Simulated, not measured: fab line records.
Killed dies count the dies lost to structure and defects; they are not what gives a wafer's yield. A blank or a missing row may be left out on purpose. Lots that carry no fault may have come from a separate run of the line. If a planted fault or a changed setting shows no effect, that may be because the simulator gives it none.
What tool caused it? | flow sky130 | Sampling: 13 lots, 39 wafers, 3 of 708 route steps

## WHAT EACH GAUGE READ, for each wafer
No reading from a measuring or inspecting step in the record can be judged against a usual standard deviation.

## WHAT TOOL EACH LOT RAN ON (gives the tool, then ch and the chambers of the sampled wafers, and finally the start)
lot  | SKY_PASSIVATION_ETCH_11            | SKY_PASSIVATION_STRIP_12             | SKY_PAD_OPEN_PROBE_99
L388 | rie diel-04 ch 1,2, day 44 10:30   | plasma asher-01 ch 1, day 44 10:36   | prober-01, day 45 10:25
L389 | rie diel-04 ch 0,1,3, day 44 23:01 | plasma asher-02 ch 0,1, day 44 23:08 | -
L393 | rie diel-03 ch 0,1,3, day 45 23:24 | plasma asher-02 ch 0,1, day 45 23:30 | prober-02, day 46 22:13
L394 | rie diel-02 ch 1,2,3, day 46 12:00 | plasma asher-01 ch 0,1, day 46 12:06 | prober-01, day 47 10:43
L395 | rie diel-03 ch 1,2, day 46 14:45   | plasma asher-04 ch 0,1, day 46 14:51 | prober-02, day 47 12:52
L396 | rie diel-04 ch 0,2,3, day 46 20:33 | plasma asher-04 ch 0,1, day 46 20:39 | prober-01, day 47 18:11
L398 | rie diel-04 ch 1,3, day 47 10:07   | plasma asher-04 ch 0,1, day 47 10:14 | prober-01, day 48 07:52
L399 | rie diel-04 ch 0,3, day 47 19:20   | plasma asher-02 ch 0,1, day 47 19:27 | prober-02, day 48 16:13
L401 | rie diel-04 ch 0,1,3, day 47 23:49 | plasma asher-04 ch 0,1, day 47 23:56 | prober-01, day 48 20:31
L408 | rie diel-03 ch 0,1,2, day 49 15:16 | plasma asher-01 ch 0,1, day 49 15:25 | -
L409 | rie diel-02 ch 0,1,2, day 50 00:13 | plasma asher-01 ch 0,1, day 50 00:20 | -
L410 | rie diel-04 ch 1,2,3, day 50 05:40 | plasma asher-01 ch 0,1, day 50 05:47 | -
L411 | rie diel-04 ch 1,2,3, day 50 12:13 | plasma asher-01 ch 0,1, day 50 12:20 | prober-01, day 51 05:28
- SKY_PASSIVATION_ETCH_11: etches the open film in CF4/O2, stops on AlCu, target depth 725 nm, time 161.1 s.
- SKY_PASSIVATION_STRIP_12: strips in O2/N2.
- SKY_PAD_OPEN_PROBE_99

## AS READ BY THE TOOLS THEMSELVES (means over the sampled wafers that have a number; for cases with no such wafer, the mark the record gives instead)
SKY_PASSIVATION_ETCH_11. Usual: drypump motor current A 5.9 A, standard deviation 0.68; oes product au 0.978 a.u., standard deviation 0.0071; rf fwd power W 796.0 W, standard deviation 2.6; throttle valve pct 5.964 %, standard deviation 0.009.
lot  | tool        | drypump motor current A (A) | oes product au (a.u.) | rf fwd power W (W) | throttle valve pct (%) | flag
L388 | rie diel-04 | 6.8                         | 0.979                 | 795.2              | 5.974                  |
L389 | rie diel-04 | 5.9                         | 0.971                 | 797.8              | 5.965                  |
L393 | rie diel-03 | 5.9                         | 0.969                 | 795.2              | 5.963                  |
L394 | rie diel-02 | 6.0                         | 0.978                 | 799.6              | 5.965                  |
L395 | rie diel-03 | 5.2                         | 0.986                 | 796.2              | 5.964                  |
L396 | rie diel-04 | 5.9                         | 0.988                 | 794.2              | 5.964                  |
L398 | rie diel-04 | 5.7                         | 0.912                 | 667.4              | 5.944                  | OFF
L399 | rie diel-04 | 5.3                         | 0.909                 | 668.0              | 5.940                  | OFF
L401 | rie diel-04 | 5.9                         | 0.911                 | 668.4              | 5.953                  | OFF
L408 | rie diel-03 | 5.4                         | 0.977                 | 798.7              | 5.958                  |
L409 | rie diel-02 | 5.8                         | 0.971                 | 796.5              | 5.966                  |
L410 | rie diel-04 | 6.2                         | 0.975                 | 793.8              | 5.967                  |
L411 | rie diel-04 | 6.2                         | 0.974                 | 794.0              | 5.969                  |

SKY_PASSIVATION_STRIP_12. Usual: drypump motor current A 5.8 A, standard deviation 0.52; oes product au 0.661 a.u., standard deviation 0.0044; strip time to endpoint s 31.53 s, standard deviation 0.13.
lot  | tool            | drypump motor current A (A) | oes product au (a.u.) | strip time to endpoint s (s) | flag
L388 | plasma asher-01 | 6.3                         | 0.659                 | 31.55                        |
L389 | plasma asher-02 | 5.6                         | 0.662                 | 31.53                        |
L393 | plasma asher-02 | 5.8                         | 0.662                 | 31.59                        |
L394 | plasma asher-01 | 5.4                         | 0.661                 | 31.40                        |
L395 | plasma asher-04 | 6.0                         | 0.662                 | 31.58                        |
L396 | plasma asher-04 | 6.3                         | 0.662                 | 31.57                        |
L398 | plasma asher-04 | 6.3                         | 0.661                 | 32.31                        | OFF
L399 | plasma asher-02 | 5.8                         | 0.659                 | 32.50                        | OFF
L401 | plasma asher-04 | 6.1                         | 0.660                 | 32.22                        | OFF
L408 | plasma asher-01 | 5.8                         | 0.661                 | 31.51                        |
L409 | plasma asher-01 | 5.4                         | 0.664                 | 31.42                        |
L410 | plasma asher-01 | 5.4                         | 0.661                 | 31.55                        |
L411 | plasma asher-01 | 5.3                         | 0.656                 | 31.51                        |

SKY_PAD_OPEN_PROBE_99. Usual: defect limited yield 82.4 %, standard deviation 1.9; killed_at_M0_to_M3 44, standard deviation 7.2; killed_at_M4_up 3.4, standard deviation 2.1; killed at contacts 24, standard deviation 5.5; killed at front end 15, standard deviation 4.6; killed at other 0.4, standard deviation 0.64; killed dies 86, standard deviation 9.1; killed on rim 17, standard deviation 3.8; killed open 47, standard deviation 7.5; killed short 39, standard deviation 5.8; sort_bin_3_pad_short 0.9 %, standard deviation 0.41; sort_bin_5_function 10.4 %, standard deviation 1.5; sort_bin_6_memory 6.3 %, standard deviation 1.2; sort n pass 406, standard deviation 9.1; sort yield pct 82.4 %, standard deviation 1.9.
lot  | tool      | defect limited yield (%) | killed_at_M0_to_M3 | killed_at_M4_up | killed at contacts | killed at front end | killed at other | killed dies | killed on rim | killed open | killed short | sort_bin_3_pad_short (%) | sort_bin_5_function (%) | sort_bin_6_memory (%) | sort n pass | sort yield pct (%) | flag
L388 | prober-01 | 82.2                     | 45                 | 4.3             | 20                 | 18                  | 0.3             | 88          | 14            | 52          | 36           | 0.8                      | 10.9                    | 6.1                   | 404         | 82.2               |
L393 | prober-02 | 81.7                     | 46                 | 1.7             | 28                 | 14                  | 0.3             | 90          | 17            | 49          | 41           | 1.3                      | 10.9                    | 6.2                   | 402         | 81.7               |
L394 | prober-01 | 80.6                     | 52                 | 2.3             | 19                 | 20                  | 1.0             | 95          | 21            | 50          | 45           | 0.7                      | 12.7                    | 6.0                   | 397         | 80.6               |
L395 | prober-02 | 82.3                     | 39                 | 5.3             | 25                 | 18                  | 0.3             | 87          | 16            | 46          | 41           | 1.1                      | 10.6                    | 5.9                   | 405         | 82.3               |
L396 | prober-01 | 83.5                     | 42                 | 2.7             | 20                 | 15                  | 0.7             | 81          | 19            | 46          | 35           | 0.3                      | 10.4                    | 5.7                   | 411         | 83.5               |
L398 | prober-01 | 0.0                      | 43                 | 5.7             | 24                 | 11                  | 408.3           | 492         | 96            | 44          | 40           | 0.9                      | 93.0                    | 6.1                   | 0           | 0.0                | OFF
L399 | prober-02 | 0.2                      | 44                 | 2.3             | 21                 | 12                  | 411.3           | 491         | 96            | 42          | 38           | 0.8                      | 93.4                    | 5.6                   | 1           | 0.2                | OFF
L401 | prober-01 | 0.1                      | 48                 | 3.3             | 28                 | 15                  | 397.3           | 491         | 96            | 54          | 40           | 1.0                      | 92.5                    | 6.4                   | 1           | 0.1                | OFF
L411 | prober-01 | 81.0                     | 48                 | 4.0             | 26                 | 16                  | 0.0             | 93          | 16            | 53          | 40           | 0.7                      | 12.2                    | 6.0                   | 399         | 81.0               |

## THE ANSWER, worked out from the rows above alone
Rule: take the mean of a lot's wafers that have a number; if it is more than 3 standard deviations from the usual mean, the lot is off. A lot without any number at a reading at which 4 lots or more have one is off too. The other lots that the step has rows for count as sound. After the gauges, taken in route order, come the tools' own readings; for these a lot's mean is taken, as printed above. The first step at which some lot is off is used, and at that step the reading that is off furthest; a lot without a number counts as furthest.
Off, at SKY_PASSIVATION_ETCH_11 on rf fwd power W: L398, L399, L401.
A tool fits if, at that step or a process step before it, it ran every lot that is off, and no sound lot after the first of them. None of those tried fits.

## WHAT WAS PUT IN BY THE SIMULATOR
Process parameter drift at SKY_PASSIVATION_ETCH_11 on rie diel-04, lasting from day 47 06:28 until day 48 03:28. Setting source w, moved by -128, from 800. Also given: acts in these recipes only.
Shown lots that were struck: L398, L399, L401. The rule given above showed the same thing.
